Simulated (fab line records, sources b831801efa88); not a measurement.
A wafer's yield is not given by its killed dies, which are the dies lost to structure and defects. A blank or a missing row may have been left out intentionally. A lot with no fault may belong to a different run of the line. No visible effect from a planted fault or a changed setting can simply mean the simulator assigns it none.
Which tool did it? + flow sky130 + 8 lots, 24 wafers sampled, at 4 steps of a route of 708

## WHAT EACH GAUGE READ, for each wafer
SKY_FIELD_ISO_BOW_MEAS_00.
| lot  | measured    | on            | INCOMING_BOW (um) |
|------|-------------|---------------|-------------------|
| L626 | day 1 10:00 | film-metro-04 | 2 9 0             |
| L627 | day 1 15:04 | film-metro-04 | 7 -3 -2           |
| L628 | day 1 20:00 | film-metro-04 | 5 -8 -11          |
| L629 | day 2 01:00 | film-metro-04 | -11 -5 2          |
| L637 | day 3 17:00 | film-metro-04 | -6 -5 -4          |
| L638 | day 3 22:00 | film-metro-01 | -8 -4 2           |
| L642 | day 4 18:02 | film-metro-01 | -5 -3 -6          |
| L644 | day 5 04:02 | film-metro-04 | 5 -3 9            |

SKY_NWELL_THK_MEAS_02.
| lot  | measured    | on            | NWELL_OXIDATION_THK (nm) |
|------|-------------|---------------|--------------------------|
| L626 | day 2 16:46 | film-metro-03 | 10.00 9.98 9.95          |
| L627 | day 2 16:59 | film-metro-04 | 10.02 9.83 9.76          |
| L628 | day 3 00:41 | film-metro-03 | 9.76 10.00 9.82          |
| L629 | day 3 06:41 | film-metro-03 | 9.88 9.91 9.89           |
| L637 | day 4 19:50 | film-metro-02 | 5.93 5.96 5.95           |
| L638 | day 5 02:39 | film-metro-03 | 5.84 5.62 5.82           |
| L642 | day 6 00:43 | film-metro-02 | 10.12 9.95 10.00         |
| L644 | day 6 07:43 | film-metro-04 | 10.14 10.18 10.04        |

## TOOL THAT RAN EACH LOT (tool first, then ch and the chambers of the sampled wafers, then the start)
| lot  | SKY_FIELD_ISO_ETCH_14             | SKY_NWELL_OXIDATION_01       |
|------|-----------------------------------|------------------------------|
| L626 | rie-diel-03 ch 0,2,3, day 2 09:26 | furnace-01 ch 0, day 2 15:22 |
| L627 | rie-diel-04 ch 1,2, day 2 09:29   | furnace-02 ch 0, day 2 15:35 |
| L628 | rie-diel-03 ch 0,1,2, day 2 15:40 | furnace-01 ch 0, day 2 23:17 |
| L629 | rie-diel-03 ch 0,1,2, day 3 00:56 | furnace-01 ch 0, day 3 05:17 |
| L637 | rie-diel-03 ch 2,3, day 4 13:50   | furnace-02 ch 0, day 4 18:27 |
| L638 | rie-diel-01 ch 0,1,2, day 4 19:17 | furnace-02 ch 0, day 5 01:15 |
| L642 | rie-diel-04 ch 0,1,2, day 5 16:25 | furnace-01 ch 0, day 5 23:17 |
| L644 | rie-diel-01 ch 0,1, day 6 01:28   | furnace-01 ch 0, day 6 06:18 |
- SKY_FIELD_ISO_ETCH_14: etches BARC in N2/H2, stops on SiO2, time 45.9 s, target depth 60 nm.
- SKY_NWELL_OXIDATION_01: stabilise 600 s, purge 300 s, target thk 10 nm.

## AS READ BY THE TOOLS THEMSELVES (means over the sampled wafers that have a number; for cases with no such wafer, the mark the record gives instead)
SKY_FIELD_ISO_ETCH_14.
| lot  | tool        | chamber-pressure-mTorr (mTorr) | drypump-motor-current-A (A) | oes-product-au (a.u.) | throttle-valve-pct (%) |
|------|-------------|--------------------------------|-----------------------------|-----------------------|------------------------|
| L626 | rie-diel-03 | 29.992                         | 5.7                         | 0.849                 | 13.229                 |
| L627 | rie-diel-04 | 30.002                         | 5.6                         | 0.855                 | 13.220                 |
| L628 | rie-diel-03 | 30.011                         | 5.9                         | 0.852                 | 13.225                 |
| L629 | rie-diel-03 | 29.995                         | 5.9                         | 0.854                 | 13.213                 |
| L637 | rie-diel-03 | 30.004                         | 6.0                         | 0.856                 | 13.225                 |
| L638 | rie-diel-01 | 29.998                         | 6.2                         | 0.854                 | 13.225                 |
| L642 | rie-diel-04 | 29.987                         | 5.5                         | 0.852                 | 13.224                 |
| L644 | rie-diel-01 | 30.003                         | 6.4                         | 0.851                 | 13.231                 |

SKY_NWELL_OXIDATION_01.
| lot  | tool       | spike-tc-bottom-C (C) | spike-tc-centre-C (C) | spike-tc-lower-C (C) | spike-tc-top-C (C) | spike-tc-upper-C (C) | tube-center-temp-C (C) | tube_center_temp_C_max | zone-power-centre-pct (%) | zone-power-top-pct (%) | zone-power-upper-pct (%) |
|------|------------|-----------------------|-----------------------|----------------------|--------------------|----------------------|------------------------|------------------------|---------------------------|------------------------|--------------------------|
| L626 | furnace-01 | 920.8                 | 900.4                 | 899.7                | 910.1              | 902.6                | 899.98                 | 902.4                  | 17.99                     | 34.1                   | 17.0                     |
| L627 | furnace-02 | 923.5                 | 902.2                 | 900.4                | 904.8              | 900.8                | 900.03                 | 902.6                  | 17.34                     | 34.5                   | 15.8                     |
| L628 | furnace-01 | 919.7                 | 900.7                 | 900.1                | 909.5              | 902.2                | 900.00                 | 902.3                  | 18.04                     | 34.1                   | 17.2                     |
| L629 | furnace-01 | 920.2                 | 900.5                 | 898.2                | 909.5              | 902.8                | 900.00                 | 902.2                  | 17.92                     | 34.0                   | 17.0                     |
| L637 | furnace-02 | 878.0                 | 856.3                 | 855.5                | 861.9              | 855.6                | 855.35                 | 857.4                  | 15.68                     | 31.8                   | 14.5                     |
| L638 | furnace-02 | 878.5                 | 856.4                 | 854.5                | 861.8              | 856.5                | 855.21                 | 857.6                  | 15.77                     | 31.8                   | 14.4                     |
| L642 | furnace-01 | 920.5                 | 899.8                 | 899.7                | 908.0              | 903.1                | 899.96                 | 902.7                  | 17.81                     | 33.9                   | 17.1                     |
| L644 | furnace-01 | 919.5                 | 899.2                 | 898.3                | 908.8              | 902.7                | 900.04                 | 902.4                  | 17.76                     | 33.8                   | 17.2                     |

## THE ANSWER, worked out from the rows above alone
Rule: what is usual is taken from the lots themselves. Put in order of their means at a reading, lots are off if they are a third of the lots or fewer, leave a main group of 4 or more, and stand apart from it by a gap of 3 or more times the standard deviation of the main group's means; of several such gaps the widest counts. Not used: any main group whose means are identical at the precision the tables above print for the reading. Also off: a lot with no number at a reading for which 4 or more lots have one. All remaining lots with rows at the step are treated as sound. First the gauges in route order, then the tools' own readings, where a lot's mean is used as printed above. At the first step where some lot is off, the reading lying furthest off is the one used; lots without a number count as furthest.
Off: L637, L638, seen at SKY_NWELL_THK_MEAS_02 (NWELL_OXIDATION_THK). Main group: mean 9.96 nm, sd 0.093.
A tool fits if, at a process step before that reading, it ran every lot that is off, and no sound lot after the first of them. Not tried: the gauges at SKY_NWELL_THK_MEAS_02; whatever is off there is also off at SKY_NWELL_OXIDATION_01, on other tools, and gauge error can't account for it. One fits: furnace-02 at SKY_NWELL_OXIDATION_01. Its last sound lot is L627 (day 2 15:35), its first lot that is off L637 (day 4 18:27): a fault that began between those two fits.
The tool's own readings at SKY_NWELL_OXIDATION_01 bear it out: on the lots that are off they differ by more than 5 times the standard deviation of the sound lots' means. spike-tc-bottom-C reads 878.2 C there against 920.7 C on the sound lots; spike-tc-centre-C reads 856.3 C there against 900.5 C on the sound lots; spike-tc-lower-C reads 855.0 C there against 899.4 C on the sound lots; spike-tc-top-C reads 861.8 C there against 908.5 C on the sound lots; spike-tc-upper-C reads 856.0 C there against 902.4 C on the sound lots; tube-center-temp-C reads 855.28 C there against 900.00 C on the sound lots; tube_center_temp_C_max reads 857.5 there against 902.4 on the sound lots; zone-power-centre-pct reads 15.72 % there against 17.81 % on the sound lots; zone-power-top-pct reads 31.8 % there against 34.1 % on the sound lots.

## WHAT THE SIMULATOR HAD INSERTED
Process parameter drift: furnace-02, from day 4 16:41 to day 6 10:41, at SKY_NWELL_OXIDATION_01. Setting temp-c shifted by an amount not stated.
Shown lots that were struck: L637, L638. The rule above found the same.
